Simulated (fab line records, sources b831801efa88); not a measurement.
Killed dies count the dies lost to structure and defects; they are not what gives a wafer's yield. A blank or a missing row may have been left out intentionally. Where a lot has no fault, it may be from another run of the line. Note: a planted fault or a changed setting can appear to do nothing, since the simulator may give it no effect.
Comparing a struck lot with a sound one ; flow sky130 ; 43 steps out of a route of 708
Sound: these wafers, L738.3, L738.4, L738.5. Struck: wafer L726.6 (left out: L726.2, L726.4 of the same lot, which were not struck); the cause appears at the end.
Order at every step that has rows: each side's tool, ch and its chambers, its first start. Under that, the readings that differ: sound wafers ; struck wafers ; difference of the means ; sigmas: that difference in standard deviations of wafers without a fault.
alike: readings with means less than 2 such deviations apart, plus words and numbers identical on both sides. not compared: withheld readings, readings lacking a value on some wafer, bounds such as >300 that could conceal the same value, and numbers that have no deviation in the record and whose values overlap.
Wherever a step has rows on one side only, a row that says differs or no value, or a row with sigmas, the two part there. Numbers that have no deviation but don't overlap get no sigmas and don't part them. A reading missing from all wafers of one side parts the sides only when that side holds two or more wafers.

SKY_VT_ADJUST_LVTN_OVL_MEAS_07:
  sound on overlay-02, day 12 10:01; struck on overlay-01, day 8 22:14
  alike: VT_ADJUST_LVTN_OVL
after that, 1 step had no rows for these wafers: SKY_VT_ADJUST_LVTN_IMPLANT_08.
SKY_VT_ADJUST_LVTN_STRIP_09: strips in O2/N2.
  sound on plasma-asher-04 ch 0,1, day 12 10:13; struck on plasma-asher-01 ch 1, day 8 22:25
  alike: drypump-motor-current-A, oes-product-au, strip-time-to-endpoint-s
  not compared: rf-hours-counter-h
SKY_VT_ADJUST_LVTN_TW_MEAS_10:
  sound on film-metro-03, day 12 10:19; struck on film-metro-03, day 8 22:31
  alike: VT_ADJUST_LVTN_TW
then, 7 steps without rows for these wafers: SKY_VT_ADJUST_LVTN_DEHYDRATE_11 (time 60 s); SKY_VT_ADJUST_LVTN_HMDS_12 (prime time 60 s); SKY_VT_ADJUST_LVTN_COAT_13 (resist thk 1140 nm); SKY_VT_ADJUST_LVTN_SOFTBAKE_14 (time 60 s); SKY_VT_ADJUST_LVTN_EXPOSE_15 (exposes mask HVN STD DERIVED, target cd 600 nm); SKY_VT_ADJUST_LVTN_PEB_16; SKY_VT_ADJUST_LVTN_DEVELOP_17 (develop time 60 s).
SKY_VT_ADJUST_LVTN_OVL_MEAS_18:
  sound on overlay-02, day 13 10:17; struck on overlay-02, day 9 20:04
reading;sound;struck;difference;sigmas
VT_ADJUST_LVTN_01_OVL (nm);-2.3 -1.0 -2.7;1.0;+3.0;+2
SKY_VT_ADJUST_LVTN_IMPLANT_19:
  sound on implanter-01 ch 0, day 13 10:22; struck on implanter-04 ch 0, day 9 20:07
  alike: dose-ions-cm2, faraday-current-uA
SKY_VT_ADJUST_LVTN_STRIP_20: strips in O2/N2.
  sound on plasma-asher-04 ch 0,1, day 13 10:29; struck on plasma-asher-02 ch 1, day 9 20:14
reading;sound;struck;difference;sigmas
oes-product-au (a.u.);0.713 0.715 0.711;0.725;+0.012;+2
strip-time-to-endpoint-s (s);14.14 14.15 14.12;14.23;+0.09;+2
  alike: drypump-motor-current-A
  not compared: rf-hours-counter-h
SKY_VT_ADJUST_LVTN_TW_MEAS_21:
  sound on film-metro-03, day 13 10:35; struck on film-metro-03, day 9 20:21
  alike: VT_ADJUST_LVTN_2_TW
then, 7 steps without rows for these wafers: SKY_VT_ADJUST_NCORE_DEHYDRATE_00 (time 60 s); SKY_VT_ADJUST_NCORE_HMDS_01 (prime time 60 s); SKY_VT_ADJUST_NCORE_COAT_02 (resist thk 1140 nm); SKY_VT_ADJUST_NCORE_SOFTBAKE_03 (time 60 s); SKY_VT_ADJUST_NCORE_EXPOSE_04 (exposes mask LVTN COMPLEMENT THIN, target cd 380 nm); SKY_VT_ADJUST_NCORE_PEB_05; SKY_VT_ADJUST_NCORE_DEVELOP_06 (develop time 60 s).
SKY_VT_ADJUST_NCORE_CD_MEAS_07: target cd 380 nm.
  sound on cd-sem-02, day 14 12:02; struck on cd-sem-01, day 10 18:13
  alike: cd-nm
SKY_VT_ADJUST_NCORE_OVL_MEAS_08:
  sound on overlay-02, day 14 12:08; struck on overlay-02, day 10 18:22
  alike: VT_ADJUST_NCORE_OVL
after that, 1 step had no rows for these wafers: SKY_VT_ADJUST_NCORE_IMPLANT_09.
SKY_VT_ADJUST_NCORE_STRIP_10: strips in O2/N2.
  sound on plasma-asher-02 ch 0,1, day 14 12:29; struck on plasma-asher-02 ch 0, day 10 18:32
reading;sound;struck;difference;sigmas
strip-time-to-endpoint-s (s);14.16 14.13 14.16;14.26;+0.11;+2
  alike: drypump-motor-current-A, oes-product-au
  not compared: rf-hours-counter-h
SKY_VT_ADJUST_NCORE_TW_MEAS_11:
  sound on film-metro-03, day 14 12:35; struck on film-metro-02, day 10 18:39
  alike: VT_ADJUST_NCORE_TW
then, 7 steps without rows for these wafers: SKY_VT_ADJUST_HVTR_DEHYDRATE_00 (time 60 s); SKY_VT_ADJUST_HVTR_HMDS_01 (prime time 60 s); SKY_VT_ADJUST_HVTR_COAT_02 (resist thk 1140 nm); SKY_VT_ADJUST_HVTR_SOFTBAKE_03 (time 60 s); SKY_VT_ADJUST_HVTR_EXPOSE_04 (exposes mask HVTRM, target cd 380 nm); SKY_VT_ADJUST_HVTR_PEB_05; SKY_VT_ADJUST_HVTR_DEVELOP_06 (develop time 60 s).
SKY_VT_ADJUST_HVTR_CD_MEAS_07: target cd 380 nm.
  sound on cd-sem-02, day 15 14:49; struck on cd-sem-01, day 11 18:20
  alike: cd-nm
SKY_VT_ADJUST_HVTR_OVL_MEAS_08:
  sound on overlay-01, day 15 14:54; struck on overlay-02, day 11 18:27
  alike: VT_ADJUST_HVTR_OVL
after that, 1 step had no rows for these wafers: SKY_VT_ADJUST_HVTR_IMPLANT_09.
SKY_VT_ADJUST_HVTR_STRIP_10: strips in O2/N2.
  sound on plasma-asher-01 ch 0,1, day 15 15:07; struck on plasma-asher-02 ch 0, day 11 18:38
  alike: drypump-motor-current-A, oes-product-au, strip-time-to-endpoint-s
  not compared: rf-hours-counter-h
SKY_VT_ADJUST_HVTR_TW_MEAS_11:
  sound on film-metro-04, day 15 15:12; struck on film-metro-01, day 11 18:44
  alike: VT_ADJUST_HVTR_TW
then, 3 steps without rows for these wafers: SKY_VT_ADJUST_PCH_DEHYDRATE_00 (time 60 s); SKY_VT_ADJUST_PCH_HMDS_01 (prime time 60 s); SKY_VT_ADJUST_PCH_COAT_02 (resist thk 3000 nm).
-- here the record skips 36 days between the struck wafers' starts before and after, leaving off in module VT_ADJUST_PCH and picking up in module PAD_OPEN (first step shown: number 708 of the route) --
SKY_PAD_OPEN_PROBE_99:
  sound on prober-02, day 50 10:40; struck on prober-02, day 47 20:40
reading;sound;struck;difference;sigmas
killed-dies;90 74 93;111;+25;+3
killed-open;42 31 58;62;+18;+2
model.etest.nfet-g5v0d10v5.vt-v-range;0.01795 0.0131 0.01702;0.02595;+0.00993;
  alike: killed_at_M0_to_M3, killed_at_M4_up, killed-at-contacts, killed-at-front-end, killed-at-other, killed-short

== WHERE THEY PART ==
Last at SKY_PAD_OPEN_PROBE_99 as far as this record goes, first at SKY_VT_ADJUST_LVTN_OVL_MEAS_18.

WHY: what the simulator had put in
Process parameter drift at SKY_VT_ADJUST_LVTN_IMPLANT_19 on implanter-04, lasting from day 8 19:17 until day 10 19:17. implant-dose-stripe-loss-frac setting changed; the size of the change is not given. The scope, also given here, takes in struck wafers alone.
